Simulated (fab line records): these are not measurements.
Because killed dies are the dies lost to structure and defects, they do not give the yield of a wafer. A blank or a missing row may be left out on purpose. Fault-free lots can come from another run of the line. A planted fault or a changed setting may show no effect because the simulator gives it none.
The same fault as seen by 2 desks -- flow sky130 -- each desk has only its own numbers; what lay behind them comes last

AT THE TOOL OWNER'S DESK: rie diel-01
The tool's own readings at SKY_METAL3_ETCH_17 (etches SiO2 in C4F8/O2/Ar, stops on TiN, time 3.9 s, target depth 15 nm): means of the sampled wafers that have a number, for each lot that ran on this tool. Marked OUT: a lot whose mean sits more than 4 standard deviations from the usual mean, which makes it out of limits; the brackets give that distance.
Columns: A = oes product au at SKY_METAL3_ETCH_17, usual 0.754 a.u.
lot,first seen here,A
L247,day 39 05:40,0.763
L255,day 40 22:01,0.755
L253,day 40 23:10,0.754
L265,day 43 17:31,0.755
This desk's finding: nothing out of limits on any of the 4 lots.

THE METROLOGY DESK
Means of the sampled wafers that have a number, per lot and without regard to the tool the lot ran on: this is what the gauges read. Marked OUT: a lot whose mean sits more than 4 standard deviations from the usual mean, which makes it out of limits; the brackets give that distance.
Columns: A = PASSIVATION_CVD_02_THK at SKY_PASSIVATION_THK_MEAS_03, usual 541 nm
lot,first seen here,A
L247,day 44 11:00,549
L248,day 44 12:05,553
L255,day 45 22:31,539
L253,day 45 23:53,547
L254,day 46 01:14,536
L259,day 46 20:48,542
L260,day 47 02:52,534
L264,day 48 10:28,542
L265,day 48 10:39,542
L263,day 48 10:56,540
L266,day 48 18:01,533
L269,day 49 10:10,543
This desk's finding: nothing out of limits on any of the 12 lots.

BROUGHT TOGETHER
Nothing out of limits was seen by the tool owner's desk.
Nothing out of limits was seen by the metrology desk.

WHAT WAS PUT IN BY THE SIMULATOR
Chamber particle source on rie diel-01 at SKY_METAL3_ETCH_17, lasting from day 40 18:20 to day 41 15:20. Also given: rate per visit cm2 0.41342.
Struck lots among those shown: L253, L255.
